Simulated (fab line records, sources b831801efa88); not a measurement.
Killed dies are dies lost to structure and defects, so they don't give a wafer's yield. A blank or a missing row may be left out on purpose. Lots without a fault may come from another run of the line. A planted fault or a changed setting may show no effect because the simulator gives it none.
A struck lot beside a sound one | flow gf180mcu | 15 steps out of a route of 602
Sound: wafers L255.2, L255.4, L255.6. Struck: wafers L262.3, L262.6. (L262.4 of the same lot was not struck and is left out.) The cause comes at the end.
At each step with rows: each side's tool, then ch and its chambers, then its first start. Under that, the readings that differ: sound wafers | struck wafers | difference of the means | sigmas: that difference in standard deviations of wafers without a fault.
alike: readings whose means differ by less than 2 such deviations, and words and numbers that are the same on both sides. not compared: withheld readings, readings that some wafer has no value for, bounds like >300 that may hide the same value, and numbers for which the record gives no deviation and whose values overlap.
The two part at a step that has a row with sigmas, a row that says differs or no value, or rows on one side only. Numbers that don't overlap but have no deviation are shown without sigmas and don't part them. A reading that every wafer of one side lacks parts them only if that side has two wafers or more.

GF_HV_LDD_STRIP_37: strips in O2/N2.
  sound on plasma_asher-03 ch 1, day 12 23:24; struck on plasma_asher-02 ch 0,1, day 15 06:52
  alike: drypump_motor_current_A, heater_power_w, n2_flow_sccm, oes_product_au, strip_time_to_endpoint_s
  not compared: rf_hours_counter_h
GF_HV_LDD_TW_MEAS_38:
  sound on film_metro-01, day 12 23:31; struck on film_metro-01, day 15 06:57
  alike: HV_LDD_3_TW
then, 7 steps without rows for these wafers: GF_HV_LDD_DEHYDRATE_39 (time 60 s); GF_HV_LDD_HMDS_40 (prime time 60 s); GF_HV_LDD_COAT_41 (resist thk 1000 nm); GF_HV_LDD_SOFTBAKE_42 (time 60 s); GF_HV_LDD_EXPOSE_43 (exposes mask Pplus HV AREA, target cd 400 nm); GF_HV_LDD_PEB_44; GF_HV_LDD_DEVELOP_45 (develop time 60 s).
GF_HV_LDD_CD_MEAS_46: target cd 400 nm.
  sound on cd_sem-02, day 13 19:16; struck on cd_sem-01, day 16 03:59
  alike: cd_nm
GF_HV_LDD_OVL_MEAS_47:
  sound on overlay-02, day 13 19:23; struck on overlay-01, day 16 04:05
  alike: HV_LDD_03_OVL
then, 1 step without rows for these wafers: GF_HV_LDD_IMPLANT_48.
GF_HV_LDD_STRIP_49: strips in O2/N2.
  sound on plasma_asher-01 ch 0,1, day 13 19:34; struck on plasma_asher-03 ch 0, day 16 04:17
  reading                      | sound             | struck      | difference | sigmas
  n2_flow_sccm (sccm)          | 300.2 301.6 301.8 | 360.6 360.2 | +59.2      | +67
  strip_time_to_endpoint_s (s) | 12.66 12.67 12.67 | 12.61 12.58 | -0.07      | -2
  alike: drypump_motor_current_A, heater_power_w, oes_product_au
  not compared: rf_hours_counter_h
GF_HV_LDD_TW_MEAS_50:
  sound on film_metro-01, day 13 19:40; struck on film_metro-01, day 16 04:22
  alike: HV_LDD_4_TW
GF_PASSIVATION_PROBE_99:
  the record has rows for the sound wafers here (prober-01, day 30 09:03) and none for the struck ones

WHERE THEY PART
First at GF_HV_LDD_STRIP_49; last, within this record, at GF_PASSIVATION_PROBE_99.

WHY: what the simulator had put in
Process parameter drift: plasma_asher-03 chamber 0, from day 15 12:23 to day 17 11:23, at GF_HV_LDD_STRIP_49. Setting n2_flow_sccm, moved by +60, from 300. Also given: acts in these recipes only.
